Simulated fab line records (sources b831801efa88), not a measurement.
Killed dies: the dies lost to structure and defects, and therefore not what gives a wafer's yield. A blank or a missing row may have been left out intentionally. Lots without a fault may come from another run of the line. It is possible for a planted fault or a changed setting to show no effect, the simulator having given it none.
Check of tool commonality -- flow sky130 -- 15 lots, 45 wafers sampled

REASON FOR OPENING
Of 15 lots, 3 have the reading VIA1_HDPCVD_THK flagged at SKY_VIA1_THK_MEAS_01. Wafers without a fault read 1027 nm, standard deviation 11.
Rule: flag the lot when none of its wafers has a number, or when each of its wafers that has one lies beyond 4 standard deviations from that mean. As for the other lots, they are considered sound.

lot,measured,on,"VIA1_HDPCVD_THK (nm), wafer by wafer",flag
L268,day 32 22:23,film metro-02,1031 1026 1022,
L269,day 33 02:15,film metro-01,1029 1010 1015,
L270,day 33 09:33,film metro-01,1023 1024 1024,
L271,day 33 19:38,film metro-02,1009 997 1008,
L272,day 34 01:08,film metro-02,1036 1043 1059,
L273,day 34 08:37,film metro-01,1033 1016 1026,
L274,day 35 19:44,film metro-02,1014 1022 1018,
L276,day 35 21:01,film metro-01,325 347 337,FLAGGED
L278,day 35 22:35,film metro-02,351 352 363,FLAGGED
L279,day 36 12:56,film metro-01,1030 1033 1025,
L280,day 36 16:59,film metro-03,341 363 356,FLAGGED
L285,day 37 23:40,film metro-02,1033 1049 1038,
L288,day 39 02:57,film metro-02,1029 1018 1047,
L289,day 39 06:02,film metro-02,1033 1037 1044,
L291,day 39 16:02,film metro-01,1015 1029 1025,
The mean of the flagged lots' numbers is 348 nm, -679 nm from the usual (-62 standard deviations).

LOT BY LOT: THE TOOL USED
Before the reading, the record contains 2 process steps out of a 708-step route. Every cell lists first the tool, next ch and the chambers used by the sampled wafers, and last the start.
lot,flag,SKY_METAL1_SPUTTER_03,SKY_VIA1_HDPCVD_00
L268,,"pvd sputter-04, day 31 18:24","hdpcvd-01 ch 0,1,2, day 32 22:17"
L269,,"pvd sputter-04, day 31 21:43","hdpcvd-02 ch 1,2, day 33 02:08"
L270,,"pvd sputter-02, day 32 05:33","hdpcvd-02 ch 0,1,2, day 33 09:26"
L271,,"pvd sputter-01, day 32 15:45","hdpcvd-02 ch 1,2, day 33 19:32"
L272,,"pvd sputter-02, day 32 21:21","hdpcvd-01 ch 0,1, day 34 01:02"
L273,,"pvd sputter-04, day 33 04:38","hdpcvd-02 ch 0,1, day 34 08:29"
L274,,"pvd sputter-02, day 34 16:04","hdpcvd-01 ch 0,2, day 35 19:37"
L276,FLAGGED,"pvd sputter-04, day 34 17:27","hdpcvd-02 ch 1,2, day 35 20:53"
L278,FLAGGED,"pvd sputter-04, day 34 18:28","hdpcvd-02 ch 0,1, day 35 22:28"
L279,,"pvd sputter-02, day 35 09:39","hdpcvd-01 ch 0,1,2, day 36 12:50"
L280,FLAGGED,"pvd sputter-01, day 35 13:25","hdpcvd-02 ch 0,1,2, day 36 16:52"
L285,,"pvd sputter-01, day 36 20:42","hdpcvd-01 ch 0,1,2, day 37 23:35"
L288,,"pvd sputter-04, day 38 00:49","hdpcvd-02 ch 0,1, day 39 02:50"
L289,,"pvd sputter-04, day 38 03:18","hdpcvd-02 ch 0,1, day 39 05:55"
L291,,"pvd sputter-01, day 38 15:10","hdpcvd-01 ch 0,1,2, day 39 15:55"
What the steps here do:
- SKY_METAL1_SPUTTER_03: material Ti, target thk 5 nm, time 3.3 s.
- SKY_VIA1_HDPCVD_00: deposits SiO2, target thk 1030 nm, time 171.7 s.
- SKY_VIA1_THK_MEAS_01

FLAGGED OVER TOTAL, TOOL BY TOOL (the gauges that took the reading come last)
step,tool,lots run,flagged,share of the flagged lots,sound lots run after its first flagged lot
SKY_METAL1_SPUTTER_03,pvd sputter-01,4,1,some,"2 (L285,L291)"
SKY_METAL1_SPUTTER_03,pvd sputter-02,4,0,none,-
SKY_METAL1_SPUTTER_03,pvd sputter-04,7,2,some,"2 (L288,L289)"
SKY_VIA1_HDPCVD_00,hdpcvd-01,6,0,none,-
SKY_VIA1_HDPCVD_00,hdpcvd-02,9,3,all,"2 (L288,L289)"
SKY_VIA1_THK_MEAS_01,film metro-01,6,1,some,"2 (L279,L291)"
SKY_VIA1_THK_MEAS_01,film metro-02,8,1,some,"3 (L285,L288,L289)"
SKY_VIA1_THK_MEAS_01,film metro-03,1,1,some,0

WHAT IS ALLOWED BY THE TABLE
All flagged lots share 1 row of the table, namely hdpcvd-02 at SKY_VIA1_HDPCVD_00.
- hdpcvd-02 at SKY_VIA1_HDPCVD_00 ran 9 lots, 3 of them flagged. Sound lots followed the first flagged one (L288, L289) on it, something a lasting fault affecting the whole tool could not allow.
No row of the table ran every flagged lot and no sound lot after the first.

WHAT THE SIMULATOR HAD INSERTED
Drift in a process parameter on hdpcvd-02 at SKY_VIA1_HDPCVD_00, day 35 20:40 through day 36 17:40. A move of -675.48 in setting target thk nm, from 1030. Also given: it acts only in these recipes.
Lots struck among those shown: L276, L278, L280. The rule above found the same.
